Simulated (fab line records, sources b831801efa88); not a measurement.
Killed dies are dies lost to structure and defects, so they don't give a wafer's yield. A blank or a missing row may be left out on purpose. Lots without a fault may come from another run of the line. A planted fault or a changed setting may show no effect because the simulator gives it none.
Chamber matching | flow gf180mcu | GF_V3_CVD_02 on pecvd-02: 3 sister chambers
The step deposits SiO2 from TEOS, target thk 850 nm, time 94.851 s. 3 wafers are shown with their chamber, then 7 later ones without.

WAFERS WITH THEIR CHAMBER
wafer  | chamber | heater_power_w (W)
L300.2 | 2       | 650
L301.2 | 1       | 690
L301.5 | 0       | 749

WAFERS WITHOUT THEIR CHAMBER
wafer  | heater_power_w (W)
L301.6 | 733
L304.1 | 625
L304.2 | 611
L304.4 | 676
L309.2 | 878
L309.3 | 738
L309.5 | 592

WHICH CHAMBER EACH WENT THROUGH
wafer  | from the rows above          | in truth
L301.6 | can't be placed: 0 or 1 or 2 | 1
L304.1 | can't be placed: 2 or 1 or 0 | 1
L304.2 | can't be placed: 2 or 1 or 0 | 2
L304.4 | can't be placed: 1 or 2 or 0 | 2
L309.2 | can't be placed: 0 or 1 or 2 | 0
L309.3 | can't be placed: 0 or 1 or 2 | 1
L309.5 | can't be placed: 2 or 1 or 0 | 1
Placed correctly: 0 of 7. Can't be placed from these rows: 7 (the true chamber is among the candidates in 7). Placed wrongly: 0.
How it was worked out, from the rows above alone: a wafer's distance from a chamber is the root of the sum, over the readings, of the square of ((its reading less the chamber's mean) divided by the reading's scatter). The wafer belongs to the nearest chamber; if the next one is less than 2 further off, it can't be placed. A chamber's mean is the mean of its shown wafers. The scatter: with one shown wafer a chamber, the root of the mean of the squares of how far each hidden wafer lies from its nearest shown one.
